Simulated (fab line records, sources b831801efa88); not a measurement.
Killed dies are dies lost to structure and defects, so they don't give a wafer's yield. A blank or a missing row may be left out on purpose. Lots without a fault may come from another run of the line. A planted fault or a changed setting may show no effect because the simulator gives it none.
Chamber matching | flow gf180mcu | GF_V5_CMP_04 on cmp-02: 4 sister chambers
The step polishes SiO2. 14 wafers are shown with their chamber, then 7 later ones without.

WAFERS WITH THEIR CHAMBER
wafer  | chamber | motor_current_A (A)
L580.1 | 1       | 11.3
L580.3 | 3       | 10.1
L580.6 | 2       | 10.7
L584.3 | 2       | 10.0
L584.4 | 0       | 11.7
L584.6 | 1       | 11.5
L591.3 | 0       | 11.2
L591.5 | 0       | 11.3
L591.6 | 3       | 10.3
L592.1 | 1       | 11.5
L592.2 | 2       | 10.6
L592.3 | 0       | 11.6
L593.3 | 1       | 10.7
L593.4 | 0       | 11.2

SIGNATURES (means of the wafers above)
reading         | chamber 0 | chamber 1 | chamber 2 | chamber 3 | scatter within a chamber
motor_current_A | 11.400    | 11.250    | 10.433    | 10.200    | 0.309
Rule: a wafer's distance from a chamber is the root of the sum, over the readings, of the square of ((its reading less the chamber's mean) divided by the reading's scatter). The wafer belongs to the nearest chamber; if the next one is less than 2 further off, it can't be placed. The scatter: the root of (the sum of the squares of (reading less its chamber's mean) over the shown wafers, divided by (wafers less chambers)).

WAFERS WITHOUT THEIR CHAMBER
wafer  | motor_current_A (A)
L593.6 | 10.5
L594.1 | 11.0
L594.3 | 9.3
L594.4 | 11.7
L598.2 | 11.8
L598.3 | 9.4
L598.5 | 11.4

WHICH CHAMBER EACH WENT THROUGH
wafer  | from the rows above               | in truth
L593.6 | can't be placed: 2 or 3           | 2
L594.1 | can't be placed: 1 or 0 or 2 or 3 | 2
L594.3 | can't be placed: 3 or 2           | 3
L594.4 | can't be placed: 0 or 1           | 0
L598.2 | can't be placed: 0 or 1           | 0
L598.3 | can't be placed: 3 or 2           | 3
L598.5 | can't be placed: 0 or 1           | 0
Placed correctly: 0 of 7. Can't be placed from these rows: 7 (the true chamber is among the candidates in 7). Placed wrongly: 0.
